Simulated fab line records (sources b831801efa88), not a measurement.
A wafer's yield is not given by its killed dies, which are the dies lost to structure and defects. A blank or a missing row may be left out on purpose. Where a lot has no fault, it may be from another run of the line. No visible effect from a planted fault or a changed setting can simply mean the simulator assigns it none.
Chamber matching :: flow sky130 :: SKY_PASSIVATION_ETCH_11 on rie-diel-03 has 4 sister chambers
The step etches the open film in CF4/O2, stops on AlCu, target depth 725 nm, time 161.1 s. 4 wafers are shown with their chamber, then 9 later ones without.

== WAFERS PAIRED WITH THEIR CHAMBERS ==
wafer: L080.2
chamber: 3
throttle-valve-pct (%): 5.973

wafer: L081.5
chamber: 0
throttle-valve-pct (%): 5.970

wafer: L086.4
chamber: 1
throttle-valve-pct (%): 5.958

wafer: L086.6
chamber: 2
throttle-valve-pct (%): 5.966

== WAFERS WITHOUT THEIR CHAMBER ==
wafer: L090.1
throttle-valve-pct (%): 5.938

wafer: L090.4
throttle-valve-pct (%): 5.973

wafer: L090.6
throttle-valve-pct (%): 5.955

wafer: L092.1
throttle-valve-pct (%): 5.968

wafer: L092.3
throttle-valve-pct (%): 5.968

wafer: L092.5
throttle-valve-pct (%): 5.963

wafer: L097.2
throttle-valve-pct (%): 5.962

wafer: L097.3
throttle-valve-pct (%): 5.956

wafer: L097.6
throttle-valve-pct (%): 5.965

== CHAMBER TAKEN BY EACH ==
wafer: L090.1
from the rows above: can't be placed: 1 or 2 or 0
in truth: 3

wafer: L090.4
from the rows above: can't be placed: 3 or 0 or 2
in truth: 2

wafer: L090.6
from the rows above: can't be placed: 1 or 2 or 0
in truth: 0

wafer: L092.1
from the rows above: can't be placed: 0 or 2 or 3 or 1
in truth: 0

wafer: L092.3
from the rows above: can't be placed: 0 or 2 or 3 or 1
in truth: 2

wafer: L092.5
from the rows above: can't be placed: 2 or 1 or 0 or 3
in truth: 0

wafer: L097.2
from the rows above: can't be placed: 1 or 2 or 0 or 3
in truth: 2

wafer: L097.3
from the rows above: can't be placed: 1 or 2 or 0
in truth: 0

wafer: L097.6
from the rows above: can't be placed: 2 or 0 or 1 or 3
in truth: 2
Placed correctly: 0 of 9. Can't be placed from these rows: 9 (the true chamber is among the candidates in 8). 0 placed wrongly.
How it was worked out, from the rows above alone: a wafer's distance from a chamber is the root of the sum, over the readings, of the square of ((its reading less the chamber's mean) divided by the reading's scatter). The wafer belongs to the nearest chamber; if the next one is less than 2 further off, it can't be placed. For every chamber, the mean is computed from those of its wafers that are shown. The scatter: root of mean squared gap, hidden wafer to nearest shown wafer, with one shown wafer a chamber.
